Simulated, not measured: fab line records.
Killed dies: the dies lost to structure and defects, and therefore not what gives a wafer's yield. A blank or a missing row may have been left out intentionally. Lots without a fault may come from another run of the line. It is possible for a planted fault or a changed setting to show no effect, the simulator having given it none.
Which of the tools did it?	flow gf180mcu	13 lots, 39 wafers sampled, at 5 steps of a route of 602

## WHAT THE GAUGES READ, wafer by wafer
GF_LVPWELL_OVL_MEAS_07.
lot	measured	on	LVPWELL_OVL (nm)
L181	day 4 01:43	overlay-02	-1.2 -1.1 0.0
L182	day 4 09:31	overlay-01	1.6 0.5 1.5
L183	day 4 12:46	overlay-02	1.0 0.0 0.6
L184	day 4 18:57	overlay-01	1.7 0.2 1.1
L187	day 5 13:46	overlay-01	-1.7 -0.8 -0.8
L188	day 5 16:50	overlay-02	0.9 -0.1 0.5
L190	day 6 06:58	overlay-02	-1.0 -1.2 -0.1
L191	day 6 10:21	overlay-02	0.6 1.1 0.5
L194	day 7 03:01	overlay-01	0.2 0.4 2.0
L199	day 8 07:56	overlay-02	-0.6 -0.8 -1.8
L200	day 8 15:23	overlay-01	-1.1 -0.2 0.7
L202	day 9 00:44	overlay-01	1.6 1.8 2.5
L203	day 9 12:27	overlay-01	-0.1 0.3 -0.4

GF_VT_IMPLANT_OVL_MEAS_07.
lot	measured	on	VT_IMPLANT_OVL (nm)
L181	day 5 19:37	overlay-01	-2.7 -0.9 -4.0
L182	day 6 05:21	overlay-02	-0.5 -2.1 -0.4
L183	day 6 08:49	overlay-01	-1.9 -2.7 -1.2
L184	day 6 16:15	overlay-02	2.6 3.1 2.5
L187	day 7 10:44	overlay-02	0.1 -0.6 -1.1
L188	day 7 15:53	overlay-02	1.3 0.6 2.2
L190	day 8 07:40	overlay-01	-1.5 1.0 0.8
L191	day 8 11:13	overlay-01	0.8 2.2 -0.2
L194	day 9 05:19	overlay-01	-1.7 -1.4 -1.6
L199	day 10 12:42	overlay-01	-0.3 0.1 1.1
L200	day 10 20:05	overlay-02	-2.9 0.8 -1.8
L202	day 11 06:40	overlay-02	1.9 -0.1 -0.4
L203	day 11 19:43	overlay-01	1.9 2.2 1.1

GF_VT_IMPLANT_TW_MEAS_21.
lot	measured	on	VT_IMPLANT_2_TW
L181	day 6 10:31	filmMetro-01	1238 1233 1231
L182	day 6 20:52	filmMetro-02	1200 1199 1199
L183	day 7 00:39	filmMetro-01	1225 1222 1224
L184	day 7 08:06	filmMetro-01	1222 1230 1227
L187	day 8 03:15	filmMetro-04	1224 1230 1230
L188	day 8 08:49	filmMetro-01	1222 1216 1225
L190	day 9 01:02	filmMetro-02	1504 1494 1505
L191	day 9 04:42	filmMetro-01	1225 1229 1230
L194	day 9 23:13	filmMetro-04	1538 1523 1535
L199	day 11 07:14	filmMetro-02	1202 1211 1212
L200	day 11 15:07	filmMetro-04	1223 1226 1228
L202	day 12 02:00	filmMetro-04	1219 1218 1221
L203	day 12 14:46	filmMetro-02	1219 1215 1227

## EACH LOT AND THE TOOL THAT RAN IT (in order: tool; ch and the chambers of the sampled wafers; start)
lot	GF_STI_ETCH_13	GF_VT_IMPLANT_IMPLANT_19
L181	rieDiel-01 ch 0,1,3, day 2 06:38	implanter-03 ch 0, day 6 10:17
L182	rieDiel-03 ch 0,1, day 2 12:58	implanter-03 ch 0, day 6 20:40
L183	rieDiel-03 ch 1,2,3, day 2 17:04	implanter-03 ch 0, day 7 00:25
L184	rieDiel-02 ch 0,1, day 2 21:37	implanter-01 ch 0, day 7 07:51
L187	rieDiel-02 ch 1,3, day 3 13:28	implanter-03 ch 0, day 8 03:01
L188	rieDiel-01 ch 2,3, day 3 18:47	implanter-04 ch 0, day 8 08:34
L190	rieDiel-02 ch 2,3, day 4 05:49	implanter-01 ch 0, day 9 00:28
L191	rieDiel-01 ch 0,1,3, day 4 10:13	implanter-01 ch 0, day 9 04:27
L194	rieDiel-01 ch 0,1,2, day 5 02:33	implanter-03 ch 0, day 9 22:41
L199	rieDiel-03 ch 0,2, day 6 03:06	implanter-03 ch 0, day 11 06:59
L200	rieDiel-01 ch 0,1,3, day 6 08:46	implanter-03 ch 0, day 11 14:52
L202	rieDiel-01 ch 0,2,3, day 6 18:38	implanter-01 ch 0, day 12 01:46
L203	rieDiel-01 ch 1,3, day 7 01:18	implanter-04 ch 0, day 12 14:31
- GF_STI_ETCH_13: etches the open film in CHF3/O2, stops on Si, target depth 282.31 nm, time 112.9 s.
- GF_VT_IMPLANT_IMPLANT_19

## AS READ BY THE TOOLS THEMSELVES (means over the sampled wafers that have a number; for cases with no such wafer, the mark the record gives instead)
GF_STI_ETCH_13.
lot	tool	drypumpMotorCurrentA (A)	oesProductAu (a.u.)	throttleValvePct (%)
L181	rieDiel-01	5.1	0.833	8.806
L182	rieDiel-03	6.0	0.830	8.810
L183	rieDiel-03	5.7	0.829	8.803
L184	rieDiel-02	6.1	0.827	8.804
L187	rieDiel-02	5.7	0.830	8.810
L188	rieDiel-01	5.4	0.832	8.817
L190	rieDiel-02	6.0	0.838	8.816
L191	rieDiel-01	5.1	0.834	8.806
L194	rieDiel-01	5.0	0.838	8.806
L199	rieDiel-03	5.8	0.827	8.808
L200	rieDiel-01	5.1	0.834	8.812
L202	rieDiel-01	5.1	0.829	8.806
L203	rieDiel-01	5.1	0.829	8.808

GF_VT_IMPLANT_IMPLANT_19.
lot	tool	endStationPressureTorr (Torr)
L181	implanter-03	5.15e-06
L182	implanter-03	5.16e-06
L183	implanter-03	5.25e-06
L184	implanter-01	4.85e-06
L187	implanter-03	5.13e-06
L188	implanter-04	5.07e-06
L190	implanter-01	5.05e-06
L191	implanter-01	4.88e-06
L194	implanter-03	4.97e-06
L199	implanter-03	5.24e-06
L200	implanter-03	5.09e-06
L202	implanter-01	4.72e-06
L203	implanter-04	5.17e-06

## THE ANSWER, worked out from the rows above alone
Rule: usual is defined by the lots themselves. Put in order of their means at a reading, lots are off if they are a third of the lots or fewer, leave a main group of 4 or more, and stand apart from it by a gap of 3 or more times the standard deviation of the main group's means; of several such gaps the widest counts. The tables above print the reading to a certain number of digits; a main group whose means all agree to those digits is not used. Also off: a lot with no number at a reading for which 4 or more lots have one. Where the step has rows for the other lots, those lots are counted as sound. First the gauges in route order, then the tools' own readings, where a lot's mean is used as printed above. The first step at which some lot is off is used, and at that step the reading that is off furthest; a lot without a number counts as furthest.
Off: at GF_VT_IMPLANT_TW_MEAS_21 (VT_IMPLANT_2_TW), L190, L194. For the main group the mean is 1221 and the standard deviation 9.3.
A tool fits if, at a process step before that reading, it ran every lot that is off, and no sound lot after the first of them. Those tools and the gauges at GF_VT_IMPLANT_TW_MEAS_21 are tried in the same way. None of those tried fits.

## WHAT THE SIMULATOR HAD INSERTED
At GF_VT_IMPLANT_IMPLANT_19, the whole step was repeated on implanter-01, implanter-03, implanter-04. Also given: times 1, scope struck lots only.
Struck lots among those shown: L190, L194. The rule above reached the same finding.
